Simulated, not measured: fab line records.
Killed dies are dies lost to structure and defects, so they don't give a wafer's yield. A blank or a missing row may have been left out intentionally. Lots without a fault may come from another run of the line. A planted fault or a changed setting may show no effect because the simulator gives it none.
Which of the tools did it? || flow sky130 || 12 lots with 36 wafers sampled at 3 steps, on a route of 708 steps

WHAT THE GAUGES SHOWED, per wafer
SKY_METAL3_OVL_MEAS_14.
{"lot": "L908", "measured": "day 39 01:42", "on": "overlay-02", "METAL3_OVL (nm)": "7 6 1"}
{"lot": "L910", "measured": "day 39 15:09", "on": "overlay-02", "METAL3_OVL (nm)": "4 -3 1"}
{"lot": "L909", "measured": "day 39 20:17", "on": "overlay-02", "METAL3_OVL (nm)": "7 6 5"}
{"lot": "L912", "measured": "day 40 03:02", "on": "overlay-01", "METAL3_OVL (nm)": "14 21 12"}
{"lot": "L919", "measured": "day 41 17:22", "on": "overlay-01", "METAL3_OVL (nm)": "3 9 1"}
{"lot": "L920", "measured": "day 42 07:35", "on": "overlay-01", "METAL3_OVL (nm)": "10 14 6"}
{"lot": "L921", "measured": "day 42 15:10", "on": "overlay-01", "METAL3_OVL (nm)": "6 2 4"}
{"lot": "L923", "measured": "day 42 19:33", "on": "overlay-02", "METAL3_OVL (nm)": "2 4 0"}
{"lot": "L924", "measured": "day 43 23:20", "on": "overlay-02", "METAL3_OVL (nm)": "10 0 8"}
{"lot": "L925", "measured": "day 43 23:41", "on": "overlay-02", "METAL3_OVL (nm)": "0 5 3"}
{"lot": "L930", "measured": "day 44 17:14", "on": "overlay-02", "METAL3_OVL (nm)": "13 6 7"}
{"lot": "L931", "measured": "day 44 18:24", "on": "overlay-01", "METAL3_OVL (nm)": "0 -1 -2"}

WHAT TOOL EACH LOT RAN ON (gives the tool, then ch and the chambers of the sampled wafers, and finally the start)
{"lot": "L908", "SKY_VIA2_CVD_21": "cvdW-02 ch 0,1, day 36 22:37", "SKY_METAL3_SPUTTER_04": "pvdSputter-04, day 36 23:20"}
{"lot": "L910", "SKY_VIA2_CVD_21": "cvdW-01 ch 0,1, day 37 12:40", "SKY_METAL3_SPUTTER_04": "pvdSputter-04, day 37 13:23"}
{"lot": "L909", "SKY_VIA2_CVD_21": "cvdW-02 ch 0,1, day 37 17:44", "SKY_METAL3_SPUTTER_04": "pvdSputter-04, day 37 18:27"}
{"lot": "L912", "SKY_VIA2_CVD_21": "cvdW-01 ch 0,1, day 38 00:52", "SKY_METAL3_SPUTTER_04": "pvdSputter-03, day 38 01:35"}
{"lot": "L919", "SKY_VIA2_CVD_21": "cvdW-01 ch 0,1, day 39 14:46", "SKY_METAL3_SPUTTER_04": "pvdSputter-03, day 39 15:26"}
{"lot": "L920", "SKY_VIA2_CVD_21": "cvdW-02 ch 0,1, day 40 06:00", "SKY_METAL3_SPUTTER_04": "pvdSputter-04, day 40 06:43"}
{"lot": "L921", "SKY_VIA2_CVD_21": "cvdW-02 ch 0,1, day 40 13:22", "SKY_METAL3_SPUTTER_04": "pvdSputter-02, day 40 14:02"}
{"lot": "L923", "SKY_VIA2_CVD_21": "cvdW-02 ch 1, day 40 18:35", "SKY_METAL3_SPUTTER_04": "pvdSputter-04, day 40 19:19"}
{"lot": "L924", "SKY_VIA2_CVD_21": "cvdW-01 ch 0,1, day 41 23:40", "SKY_METAL3_SPUTTER_04": "pvdSputter-03, day 42 00:21"}
{"lot": "L925", "SKY_VIA2_CVD_21": "cvdW-02 ch 0,1, day 41 23:43", "SKY_METAL3_SPUTTER_04": "pvdSputter-02, day 42 00:26"}
{"lot": "L930", "SKY_VIA2_CVD_21": "cvdW-01 ch 0,1, day 42 17:05", "SKY_METAL3_SPUTTER_04": "pvdSputter-03, day 42 17:49"}
{"lot": "L931", "SKY_VIA2_CVD_21": "cvdW-02 ch 1, day 42 19:14", "SKY_METAL3_SPUTTER_04": "pvdSputter-02, day 42 19:58"}
- SKY_VIA2_CVD_21: deposits W, target thk 420 nm, time 126.4 s.
- SKY_METAL3_SPUTTER_04: material TiN, target thk 70 nm, time 58.3 s.

WHAT THE TOOLS THEMSELVES READ (means of the sampled wafers that have a number; where no wafer has one, the mark that the record gives instead)
SKY_VIA2_CVD_21.
{"lot": "L908", "tool": "cvdW-02", "heaterPowerW (W)": 861}
{"lot": "L910", "tool": "cvdW-01", "heaterPowerW (W)": 816}
{"lot": "L909", "tool": "cvdW-02", "heaterPowerW (W)": 859}
{"lot": "L912", "tool": "cvdW-01", "heaterPowerW (W)": 827}
{"lot": "L919", "tool": "cvdW-01", "heaterPowerW (W)": 825}
{"lot": "L920", "tool": "cvdW-02", "heaterPowerW (W)": 824}
{"lot": "L921", "tool": "cvdW-02", "heaterPowerW (W)": 804}
{"lot": "L923", "tool": "cvdW-02", "heaterPowerW (W)": 784}
{"lot": "L924", "tool": "cvdW-01", "heaterPowerW (W)": 840}
{"lot": "L925", "tool": "cvdW-02", "heaterPowerW (W)": 823}
{"lot": "L930", "tool": "cvdW-01", "heaterPowerW (W)": 876}
{"lot": "L931", "tool": "cvdW-02", "heaterPowerW (W)": 793}

SKY_METAL3_SPUTTER_04.
{"lot": "L908", "tool": "pvdSputter-04", "throttleValvePct (%)": 31.0}
{"lot": "L910", "tool": "pvdSputter-04", "throttleValvePct (%)": 30.9}
{"lot": "L909", "tool": "pvdSputter-04", "throttleValvePct (%)": 30.7}
{"lot": "L912", "tool": "pvdSputter-03", "throttleValvePct (%)": 30.4}
{"lot": "L919", "tool": "pvdSputter-03", "throttleValvePct (%)": 30.4}
{"lot": "L920", "tool": "pvdSputter-04", "throttleValvePct (%)": 30.2}
{"lot": "L921", "tool": "pvdSputter-02", "throttleValvePct (%)": 29.0}
{"lot": "L923", "tool": "pvdSputter-04", "throttleValvePct (%)": 30.5}
{"lot": "L924", "tool": "pvdSputter-03", "throttleValvePct (%)": 30.2}
{"lot": "L925", "tool": "pvdSputter-02", "throttleValvePct (%)": 29.9}
{"lot": "L930", "tool": "pvdSputter-03", "throttleValvePct (%)": 29.6}
{"lot": "L931", "tool": "pvdSputter-02", "throttleValvePct (%)": 30.7}

THE ANSWER, worked out from the rows above alone
Rule: the usual values come from the lots themselves. The widest of any qualifying gaps counts: lots, ordered by their means at a reading, are off when they make up no more than a third of the lots, leave a main group of 4 or more, and stand apart from it by 3 or more times the standard deviation of that group's means. Not used: any main group whose means are identical at the precision the tables above print for the reading. A lot without any number at a reading at which 4 lots or more have one is off too. The other lots that the step has rows for count as sound. The gauges are gone through in route order, then the tools' own readings, and for those a lot's mean is taken as printed above. The first step at which some lot is off is used, and at that step the reading that is off furthest; a lot without a number counts as furthest.
None of the lots is off at any reading shown; this tells nothing.

WHAT HAD BEEN PUT IN BY THE SIMULATOR
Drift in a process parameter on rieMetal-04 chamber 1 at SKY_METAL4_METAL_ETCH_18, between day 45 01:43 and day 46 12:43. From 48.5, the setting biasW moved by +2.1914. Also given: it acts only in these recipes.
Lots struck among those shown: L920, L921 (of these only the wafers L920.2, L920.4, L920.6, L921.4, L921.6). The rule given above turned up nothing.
